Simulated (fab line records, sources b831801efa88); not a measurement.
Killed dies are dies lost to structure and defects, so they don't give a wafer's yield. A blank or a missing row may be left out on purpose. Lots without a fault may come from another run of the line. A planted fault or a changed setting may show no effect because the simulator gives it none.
fab line records | flow sky130
record lots=24 wafers=72 last_day=50
route steps=708 shown NWELL@63 SONOS_ONO@183 LDD_P@266 VIA1@460 METAL2@500 VIA3@585
lots that met no fault: from a run of the same line without faults
start_h: hours from the record's first day to the start of the lot's first wafer shown | wait_h: hours since the lot's step before | " the same as in the row above | L1.1+2: a row that stands for several wafers | - no value, or no start given | * or withheld: withheld | < > ~ a bound
route shown NAME@n: a module of which the file shows steps, and the number in the route of the first | usual: mean/standard deviation of fault-free wafers | same: alike in all rows | chamber/n: place in a boat | sites: the reading at each site | _std_site: their standard deviation | _edge_site: outer sites' mean less inner sites' | radius_mm: how far each site lies from the wafer's centre | mask NAME#n: copy n | behind: the tool/chamber that last shaped the wafer | hold: why the lot was held/for how many hours/how that ended | device: the transistor (n, p or np) that didn't switch | end of line: the same wafers' tests at the end of the route | a step without rows: its recipe alone | killed: dies lost to structure and defects at the first sort, not the wafer's yield | map: a wafer's dies, x killed, . not, _ none there
set.NAME: the setting as run; set.NAME@STEP: as run at that earlier step | model.NAME: the simulator's own value behind a step, which no gauge read
steps of the route over a sample of lots; a table a step, a row a wafer
services: from which hour (start_h, from the record's first day; less than 0 if before it) a tool's chamber was out of use, for how many hours, and why
## steps
# step SKY_NWELL_OVL_MEAS_10
# usual NWELL_00_OVL=0.0/1.4
# columns lot.wafer tool chamber start_h wait_h NWELL_00_OVL[nm]
L074.1 overlay-01 - 88.45 - -1.5
L074.5 " - " " -0.8
L074.6 " - " " -1.4
L075.1 overlay-01 - 90.36 - 2.0
L075.3 " - " " 0.7
L075.6 " - " " -0.7
L076.3 overlay-01 - 97.41 - 3.0
L076.4 " - " " 1.6
L076.5 " - " " 2.7
L077.1 overlay-02 - 102.33 - -0.2
L077.2 " - " " -0.4
L077.5 " - " " -0.7
L078.1 overlay-01 - 109.85 - 0.1
L078.3 " - " " -1.4
L078.4 " - " " -0.3
L079.3 overlay-01 - 117.06 - 1.1
L079.5 " - " " -0.2
L079.6 " - " " 1.2
L080.2 overlay-02 - 121.01 - 2.4
L080.3 " - " " 0.6
L080.5 " - " " 1.6
L081.1 overlay-02 - 127.98 - 1.1
L081.4 " - " " -0.8
L081.6 " - " " -0.1
L082.2 overlay-01 - 129.96 - -0.8
L082.3 " - " " 1.2
L082.5 " - " " -1.2
L083.2 overlay-02 - 136.11 - -0.7
L083.3 " - " " 0.0
L083.6 " - " " 0.1
L084.2 overlay-01 - 142.36 - -0.3
L084.3 " - " " 1.6
L084.5 " - " " 0.9
L085.2 overlay-02 - 149.06 - -0.7
L085.3 " - " " -0.1
L085.5 " - " " 0.3
L086.2 overlay-02 - 152.44 - -1.5
L086.3 " - " " -1.3
L086.4 " - " " -0.5
L087.1 overlay-01 - 155.53 - 0.8
L087.2 " - " " 2.3
L087.5 " - " " 0.0
L088.3 overlay-01 - 167.91 - -2.5
L088.4 " - " " -1.5
L088.5 " - " " -0.4
L089.1 overlay-02 - 173.83 - -1.2
L089.2 " - " " -1.0
L089.3 " - " " -2.1
L091.2 overlay-02 - 196.36 - -2.4
L091.3 " - " " -1.1
L091.4 " - " " -2.4
L090.4 overlay-01 - 197.22 - 0.3
L090.5 " - " " 0.4
L090.6 " - " " -1.1
L093.2 overlay-02 - 202.76 - -1.3
L093.5 " - " " -1.3
L093.6 " - " " -2.3
L092.3 overlay-02 - 203.00 - 0.0
L092.4 " - " " -2.4
L092.5 " - " " -0.1
L094.3 overlay-01 - 208.10 - 0.4
L094.4 " - " " 0.9
L094.6 " - " " 1.7
L095.1 overlay-01 - 212.20 - -0.6
L095.4 " - " " -1.0
L095.5 " - " " -1.1
L096.2 overlay-01 - 213.66 - 1.4
L096.4 " - " " 0.6
L096.5 " - " " 0.6
L097.3 overlay-02 - 227.51 - 0.1
L097.5 " - " " 2.6
L097.6 " - " " 0.3
# step SKY_SONOS_ONO_ETCH_15
# recipe target_depth_nm=19.52 chemistry=CHF3/O2 source_w=600 bias_w=200 pressure_mtorr=40 chf3_flow_sccm=50 O2_flow_sccm=5 time_s=7.8
# usual drypump_motor_current_A=5.7/0.48 oes_product_au=1.003/0.013 throttle_valve_pct=8.825/0.0093
# columns lot.wafer tool chamber start_h wait_h drypump_motor_current_A oes_product_au rf_hours_counter_h throttle_valve_pct
L074.1 rie_diel-01 3 283.94 0.0 5.6 1.012 124 8.829
L074.5 " 3 " " 5.6 1.010 - 8.832
L074.6 " 2 " " 6.6 0.998 - 8.817
L075.1 rie_diel-04 1 284.15 0.0 5.8 1.002 126 8.831
L075.3 " 0 " " 5.0 0.976 89 8.817
L075.6 " 0 " " 5.0 0.983 - 8.822
L076.3 rie_diel-04 2 294.39 0.0 5.6 0.998 0 8.820
L076.4 " 0 " " 5.0 1.003 89 8.814
L076.5 " 1 " " 5.8 1.010 - 8.834
L077.1 rie_diel-01 1 299.25 0.0 6.4 0.980 6 8.808
L077.2 " 0 " " 5.9 1.010 32 8.825
L077.5 " 3 " " 5.6 1.012 - 8.818
L078.1 rie_diel-01 1 312.76 0.0 6.4 0.980 7 8.823
L078.3 " 2 " " 6.5 0.994 1 8.825
L078.4 " 1 " " 6.3 0.982 - 8.812
L079.3 rie_diel-04 3 318.86 0.0 5.2 0.992 1 8.838
L079.5 " 2 " " 5.5 1.002 - 8.821
L079.6 " 3 " " 5.2 1.005 - 8.828
L080.2 rie_diel-04 1 328.74 0.0 5.8 1.000 0 8.823
L080.3 " 3 " " 5.2 1.013 2 8.816
L080.5 " 3 " " 5.2 1.008 - 8.824
L081.1 rie_diel-02 0 339.76 0.0 5.9 1.017 9 8.837
L081.4 " 1 " " 6.0 1.038 2 8.821
L081.6 " 0 " " 5.9 1.008 - 8.829
L082.2 rie_diel-04 3 340.69 0.0 5.2 1.007 2 8.822
L082.3 " 1 " " 5.8 1.013 0 8.837
L082.5 " 3 " " 5.2 1.005 - 8.806
L083.2 rie_diel-02 2 348.31 0.0 5.9 1.000 11 8.815
L083.3 " 3 " " 5.1 1.014 11 8.833
L083.6 " 1 " " 6.0 1.038 - 8.830
L084.2 rie_diel-02 0 359.91 0.0 5.9 1.011 10 8.821
L084.3 " 1 " " 5.9 1.039 2 8.826
L084.5 " 3 " " 5.1 1.011 - 8.832
L085.2 rie_diel-04 1 368.25 0.0 5.8 1.015 1 8.826
L085.3 " 3 " " 5.2 0.998 2 8.822
L085.5 " 3 " " 5.2 0.991 - 8.814
L087.1 rie_diel-02 2 378.59 0.0 5.9 0.995 12 8.830
L087.2 " 3 " " 5.1 1.013 12 8.831
L087.5 " 2 " " 5.9 0.979 - 8.814
L086.2 rie_diel-04 1 391.15 0.0 5.8 1.012 1 8.831
L086.3 " 3 " " 5.2 0.992 3 8.806
L086.4 " 2 " " 5.6 0.999 2 8.829
L088.3 rie_diel-04 3 397.05 0.0 5.2 1.004 3 8.807
L088.4 " 1 " " 5.8 1.024 1 8.834
L088.5 " 3 " " 5.2 1.016 - 8.841
L089.1 rie_diel-01 1 402.71 0.0 6.3 0.988 8 8.823
L089.2 " 2 " " 6.6 0.984 3 8.831
L089.3 " 3 " " 5.6 1.014 1 8.831
L091.2 rie_diel-02 0 434.56 0.0 5.9 1.000 11 8.832
L091.3 " 3 " " 5.1 1.010 13 8.832
L091.4 " 2 " " 5.9 0.982 13 8.824
L090.4 rie_diel-04 3 439.71 0.0 5.2 1.001 3 8.844
L090.5 " 3 " " 5.2 1.003 - 8.829
L090.6 " 2 " " 5.5 1.000 - 8.815
L093.2 rie_diel-01 3 443.55 0.0 5.6 1.012 2 8.836
L093.5 " 2 " " 6.6 0.970 - 8.797
L093.6 " 3 " " 5.6 1.012 - 8.829
L094.3 rie_diel-01 0 450.94 0.0 5.9 1.007 35 8.841
L094.4 " 3 " " 5.6 1.010 2 8.821
L094.6 " 2 " " 6.6 0.989 - 8.836
L092.3 rie_diel-04 3 452.41 0.0 5.2 1.007 3 8.809
L092.4 " 2 " " 5.5 1.008 3 8.820
L092.5 " 3 " " 5.2 1.015 - 8.815
L095.1 rie_diel-04 1 458.63 0.0 5.8 1.022 2 8.842
L095.4 " 2 " " 5.6 0.996 3 8.824
L095.5 " 2 " " 5.6 1.004 - 8.836
L096.2 rie_diel-01 2 463.29 0.0 6.6 0.986 4 8.823
L096.4 " 1 " " 6.4 0.998 9 8.832
L096.5 " 2 " " 6.6 0.983 - 8.820
L097.3 rie_diel-01 1 479.04 0.0 6.4 0.974 10 8.838
L097.5 " 2 " " 6.6 0.994 - 8.824
L097.6 " 1 " " 6.4 0.991 - 8.820
# step SKY_LDD_P_TW_MEAS_11
# usual LDD_P_TW=634/3.8
# columns lot.wafer tool chamber start_h wait_h LDD_P_TW
L075.1 film_metro-04 - 434.16 0.1 633
L075.3 " - " " 635
L075.6 " - " " 638
L074.1 film_metro-01 - 436.01 0.1 636
L074.5 " - " " 633
L074.6 " - " " 635
L076.3 film_metro-04 - 449.43 0.1 632
L076.4 " - " " 638
L076.5 " - " " 641
L077.1 film_metro-02 - 457.09 0.1 632
L077.2 " - " " 630
L077.5 " - " " 630
L078.1 film_metro-04 - 469.61 0.1 640
L078.3 " - " " 634
L078.4 " - " " 633
L079.3 film_metro-02 - 478.43 0.1 627
L079.5 " - " " 627
L079.6 " - " " 626
L080.2 film_metro-02 - 486.15 0.1 632
L080.3 " - " " 634
L080.5 " - " " 634
L082.2 film_metro-02 - 497.97 0.1 634
L082.3 " - " " 634
L082.5 " - " " 630
L081.1 film_metro-01 - 501.01 0.1 636
L081.4 " - " " 634
L081.6 " - " " 635
L083.2 film_metro-02 - 513.02 0.1 628
L083.3 " - " " 628
L083.6 " - " " 629
L084.2 film_metro-04 - 523.70 0.1 642
L084.3 " - " " 640
L084.5 " - " " 639
L085.2 film_metro-02 - 531.82 0.1 632
L085.3 " - " " 628
L085.5 " - " " 629
L087.1 film_metro-02 - 543.26 0.1 627
L087.2 " - " " 628
L087.5 " - " " 630
L086.2 film_metro-04 - 557.52 0.1 637
L086.3 " - " " 639
L086.4 " - " " 632
L088.3 film_metro-04 - 559.58 0.1 635
L088.4 " - " " 638
L088.5 " - " " 637
L089.1 film_metro-01 - 567.81 0.1 634
L089.2 " - " " 634
L089.3 " - " " 633
L091.2 film_metro-04 - 597.27 0.1 639
L091.3 " - " " 637
L091.4 " - " " 636
L090.4 film_metro-01 - 604.34 0.1 633
L090.5 " - " " 638
L090.6 " - " " 632
L093.2 film_metro-02 - 608.87 0.1 631
L093.5 " - " " 628
L093.6 " - " " 631
L094.3 film_metro-01 - 612.16 0.1 640
L094.4 " - " " 634
L094.6 " - " " 635
L092.3 film_metro-04 - 614.83 0.1 640
L092.4 " - " " 638
L092.5 " - " " 637
L095.1 film_metro-04 - 620.71 0.1 637
L095.4 " - " " 633
L095.5 " - " " 633
L096.2 film_metro-04 - 627.88 0.1 632
L096.4 " - " " 631
L096.5 " - " " 636
L097.3 film_metro-02 - 639.28 0.1 633
L097.5 " - " " 636
L097.6 " - " " 632
# step SKY_VIA1_CMP_02
# recipe material=SiO2 down_force_psi=4 platen_rpm=60 pad_velocity_m_s=0.94248
# usual edge_zone_pressure_frac=0.999/0.0048 motor_current_A=11.9/1.4
# columns lot.wafer tool chamber start_h wait_h edge_zone_pressure_frac motor_current_A
L075.3 cmp-01 3 768.49 0.1 0.998 14.8
L075.1 " 1 " " 0.994 11.4
L075.6 " 2 " " 0.995 10.0
L074.1 cmp-02 3 768.65 0.1 0.999 11.0
L074.5 " 2 " " 1.000 12.4
L074.6 " 3 " " 1.004 11.8
L076.4 cmp-02 3 778.24 0.1 1.001 11.7
L076.3 " 1 " " 0.991 10.3
L076.5 " 3 " " 1.005 11.9
L077.1 cmp-02 0 786.58 0.1 1.001 11.2
L077.2 " 3 " " 0.997 11.5
L077.5 " 0 " " 1.006 10.7
L078.3 cmp-02 2 797.69 0.4 1.005 12.9
L078.1 " 3 " " 0.995 11.6
L078.4 " 0 " " 0.994 10.2
L079.3 cmp-01 1 801.69 0.1 0.994 12.6
L079.6 " 3 " " 0.995 15.0
L079.5 " 0 " " 0.996 12.5
L080.3 cmp-02 1 812.54 0.0 0.999 10.5
L080.2 " 2 " " 1.005 12.2
L080.5 " 2 " " 0.998 12.3
L082.2 cmp-02 3 819.73 0.0 1.003 11.3
L082.3 " 1 " " 1.006 10.8
L082.5 " 0 " " 0.996 10.8
L081.4 cmp-02 3 823.97 0.1 0.999 11.9
L081.1 " 1 " " 0.995 10.6
L081.6 " 3 " " 1.000 12.0
L083.2 cmp-01 3 834.44 0.1 0.993 14.7
L083.3 " 1 " " 1.001 12.2
L083.6 " 2 " " 1.005 10.3
L084.3 cmp-01 0 843.31 0.2 0.999 12.9
L084.2 " 1 " " 1.006 12.1
L084.5 " 3 " " 0.996 15.0
L085.3 cmp-02 1 850.85 0.0 0.996 10.6
L085.2 " 2 " " 1.001 12.6
L085.5 " 2 " " 1.001 12.1
L087.1 cmp-01 2 858.22 0.1 0.994 10.9
L087.2 " 3 " " 0.997 15.8
L087.5 " 1 " " 1.003 12.1
L086.4 cmp-02 3 870.46 0.0 1.003 11.9
L086.3 " 1 " " 1.002 10.7
L086.2 " 2 " " 1.000 12.0
L088.3 cmp-01 2 873.55 0.1 1.004 10.6
L088.4 " 3 " " 1.003 15.3
L088.5 " 1 " " 0.995 12.1
L089.3 cmp-01 0 880.69 0.0 1.001 12.4
L089.1 " 2 " " 0.996 10.7
L089.2 " 3 " " 0.998 15.3
L091.2 cmp-01 1 907.20 0.1 1.002 11.9
L091.3 " 2 " " 0.996 10.7
L091.4 " 3 " " 1.005 15.4
L090.4 cmp-02 3 910.11 0.1 0.995 11.8
L090.5 " 1 " " 0.999 10.3
L090.6 " 2 " " 0.996 12.5
L093.2 cmp-01 3 913.79 0.1 0.999 15.9
L093.6 " 1 " " 0.995 11.5
L093.5 " 2 " " 1.001 10.8
L094.3 cmp-02 1 918.24 0.1 1.010 10.7
L094.4 " 2 " " 0.988 11.6
L094.6 " 0 " " 1.004 10.8
L092.3 cmp-02 2 921.00 0.0 1.001 12.1
L092.4 " 3 " " 1.004 11.6
L092.5 " 2 " " 1.005 12.3
L095.4 cmp-01 2 925.57 0.1 1.002 10.5
L095.1 " 0 " " 1.005 12.3
L095.5 " 2 " " 0.998 10.9
L096.4 cmp-02 1 932.14 0.1 0.998 11.2
L096.2 " 2 " " 1.007 11.6
L096.5 " 1 " " 1.000 10.4
L097.3 cmp-01 2 940.84 0.2 1.004 11.1
L097.5 " 3 " " 0.995 14.9
L097.6 " 0 " " 0.994 12.4
# step SKY_METAL2_DESCUM_17
# recipe chemistry=O2 source_power_w=150 bias_power_w=0 pressure_mtorr=10 temp_c=40 time_s=8
# usual drypump_motor_current_A=5.8/0.36 oes_product_au=1.005/0.015
# same bias_power_w=0
# columns lot.wafer tool chamber start_h wait_h drypump_motor_current_A oes_product_au rf_hours_counter_h
L075.1 rie_metal-03 1 824.15 0.0 5.3 0.996 4
L075.3 " 1 " " 5.3 0.992 -
L075.6 " 0 " " 6.0 1.009 -
L074.1 rie_metal-02 0 824.61 0.0 6.3 0.989 6
L074.5 " 1 " " 5.7 1.027 -
L074.6 " 0 " " 6.3 1.005 -
L076.3 rie_metal-02 1 832.80 0.0 5.7 1.029 -
L076.4 " 0 " " 6.3 0.989 -
L076.5 " 0 " " 6.3 0.982 -
L077.1 rie_metal-03 0 842.04 0.0 6.0 1.017 9
L077.2 " 1 " " 5.3 1.001 5
L077.5 " 0 " " 6.0 1.010 -
L078.1 rie_metal-02 1 851.95 0.0 5.7 1.021 3
L078.3 " 1 " " 5.8 1.024 -
L078.4 " 0 " " 6.3 0.982 -
L079.3 rie_metal-02 0 855.07 0.0 6.3 0.992 -
L079.5 " 1 " " 5.7 1.019 -
L079.6 " 0 " " 6.3 0.983 -
L080.2 rie_metal-02 1 866.04 0.0 5.7 1.030 3
L080.3 " 1 " " 5.7 1.021 -
L080.5 " 0 " " 6.3 1.000 -
L082.2 rie_metal-03 1 873.76 0.0 5.3 0.984 6
L082.3 " 1 " " 5.3 0.986 -
L082.5 " 0 " " 6.0 1.024 -
L081.1 rie_metal-02 0 876.89 0.0 6.3 0.998 8
L081.4 " 1 " " 5.7 1.031 -
L081.6 " 0 " " 6.3 0.997 -
L083.2 rie_metal-04 1 888.10 0.0 5.2 0.987 7
L083.3 " 0 " " 5.7 1.000 -
L083.6 " 0 " " 5.7 1.000 -
L084.2 rie_metal-03 1 896.11 0.0 5.3 0.999 8
L084.3 " 0 " " 6.0 1.013 -
L084.5 " 0 " " 6.0 1.016 -
L085.2 rie_metal-04 0 904.41 0.0 5.7 1.001 6
L085.3 " 0 " " 5.7 1.002 -
L085.5 " 0 " " 5.7 1.006 -
L087.1 rie_metal-02 1 910.76 0.0 5.7 1.029 5
L087.2 " 0 " " 6.2 0.989 10
L087.5 " 0 " " 6.2 0.992 -
L086.2 rie_metal-03 0 923.50 0.0 6.0 1.037 13
L086.3 " 1 " " 5.3 1.012 -
L086.4 " 0 " " 6.0 1.016 -
L088.3 rie_metal-04 1 926.47 0.0 5.2 0.979 -
L088.4 " 0 " " 5.7 0.997 -
L088.5 " 1 " " 5.2 0.991 -
L089.1 rie_metal-02 1 933.54 0.0 5.8 1.007 6
L089.2 " 0 " " 6.3 0.992 11
L089.3 " 0 " " 6.3 0.991 -
L091.2 rie_metal-03 1 959.06 0.0 5.3 0.990 11
L091.3 " 1 " " 5.3 0.978 -
L091.4 " 0 " " 6.0 1.012 -
L090.4 rie_metal-02 1 961.70 0.0 5.8 1.019 -
L090.5 " 0 " " 6.3 1.001 -
L090.6 " 1 " " 5.7 1.013 -
L093.2 rie_metal-03 0 965.29 0.0 6.0 1.032 15
L093.5 " 0 " " 6.0 1.020 -
L093.6 " 1 " " 5.3 1.000 -
L094.3 rie_metal-02 0 969.36 0.0 6.3 1.001 -
L094.4 " 1 " " 5.7 1.010 -
L094.6 " 1 " " 5.7 1.026 -
L092.3 rie_metal-04 0 971.95 0.0 5.7 0.995 -
L092.4 " 1 " " 5.2 0.992 -
L092.5 " 0 " " 5.7 0.992 -
L095.1 rie_metal-03 0 975.61 0.0 6.0 1.020 16
L095.4 " 1 " " 5.3 1.009 -
L095.5 " 0 " " 6.0 1.026 -
L096.2 rie_metal-02 1 983.35 0.0 5.7 1.016 9
L096.4 " 1 " " 5.7 1.018 -
L096.5 " 0 " " 6.3 0.999 -
L097.3 rie_metal-04 0 991.41 0.0 5.7 1.008 -
L097.5 " 1 " " 5.2 0.992 -
L097.6 " 0 " " 5.7 1.012 -
# step SKY_VIA3_CD_MEAS_12
# recipe target_cd_nm=200
# usual cd_nm=200.1/1.3
# columns lot.wafer tool chamber start_h wait_h cd_nm
L075.1 cd_sem-02 - 931.33 - 201.3
L075.3 " - " " 200.2
L075.6 " - " " 199.3
L074.1 cd_sem-01 - 931.39 - 199.7
L074.5 " - " " 198.3
L074.6 " - " " 200.1
L076.3 cd_sem-01 - 938.38 - 198.2
L076.4 " - " " 198.5
L076.5 " - " " 199.1
L077.1 cd_sem-02 - 946.95 - 200.5
L077.2 " - " " 199.9
L077.5 " - " " 199.8
L078.1 cd_sem-02 - 958.14 - 201.5
L078.3 " - " " 200.7
L078.4 " - " " 201.4
L079.3 cd_sem-01 - 961.22 - 200.0
L079.5 " - " " 199.9
L079.6 " - " " 199.2
L080.2 cd_sem-02 - 969.75 - 200.4
L080.3 " - " " 199.5
L080.5 " - " " 198.5
L082.2 cd_sem-01 - 978.67 - 200.5
L082.3 " - " " 200.3
L082.5 " - " " 199.8
L081.1 cd_sem-01 - 981.04 - 199.7
L081.4 " - " " 201.4
L081.6 " - " " 202.5
L083.2 cd_sem-02 - 991.40 - 200.8
L083.3 " - " " 199.9
L083.6 " - " " 198.6
L084.2 cd_sem-01 - 999.67 - 200.6
L084.3 " - " " 201.4
L084.5 " - " " 198.9
L085.2 cd_sem-02 - 1007.22 - 201.2
L085.3 " - " " 200.2
L085.5 " - " " 199.6
L087.1 cd_sem-01 - 1012.43 - 200.0
L087.2 " - " " 202.3
L087.5 " - " " 199.9
L086.2 cd_sem-02 - 1023.37 - 199.9
L086.3 " - " " 200.8
L086.4 " - " " 199.7
L088.3 cd_sem-02 - 1027.32 - 198.0
L088.4 " - " " 197.9
L088.5 " - " " 199.2
L089.1 cd_sem-01 - 1033.34 - 203.0
L089.2 " - " " 202.3
L089.3 " - " " 203.3
L091.2 cd_sem-01 - 1057.51 - 200.4
L091.3 " - " " 203.0
L091.4 " - " " 201.7
L090.4 cd_sem-01 - 1058.25 - 201.2
L090.5 " - " " 200.2
L090.6 " - " " 198.9
L093.2 cd_sem-01 - 1061.02 - 200.8
L093.5 " - " " 199.7
L093.6 " - " " 200.3
L094.3 cd_sem-01 - 1065.11 - 201.2
L094.4 " - " " 201.0
L094.6 " - " " 201.8
L092.3 cd_sem-01 - 1066.97 - 200.0
L092.4 " - " " 199.2
L092.5 " - " " 199.9
L095.1 cd_sem-01 - 1069.64 - 199.8
L095.4 " - " " 200.1
L095.5 " - " " 200.6
L096.2 cd_sem-01 - 1079.15 - 199.7
L096.4 " - " " 200.3
L096.5 " - " " 198.5
L097.3 cd_sem-01 - 1084.07 - 199.0
L097.5 " - " " 197.8
L097.6 " - " " 199.0
## services
# columns tool chamber start_h hours kind
cmp-02 - 269.36 0.9 repair
cmp-02 - 283.36 3.1 repair
cmp-02 - 354.99 0.7 repair
rie_diel-04 2 362.49 10.9 repair
cmp-02 - 362.93 5.8 pm
cmp-01 - 372.34 4.2 repair
cmp-02 - 401.95 3.4 repair
cmp-01 - 404.05 4.0 pm
rie_diel-04 1 409.50 3.4 repair
cmp-01 - 424.44 3.5 pm
cmp-02 - 433.31 2.4 repair
cmp-02 - 470.82 1.8 repair
cmp-02 - 505.73 1.6 repair
cmp-02 - 511.16 3.7 repair
cmp-02 - 572.00 4.0 pm
cmp-02 - 622.30 0.4 repair
cmp-02 - 650.78 1.0 repair
cmp-02 - 669.76 1.1 repair
cmp-02 - 675.52 0.7 repair
cmp-02 - 716.23 5.5 pm
cmp-02 - 724.55 3.8 repair
cmp-02 - 732.22 4.3 pm
cmp-02 - 911.44 1.6 repair
cmp-02 - 913.07 4.0 pm
## key
fault none
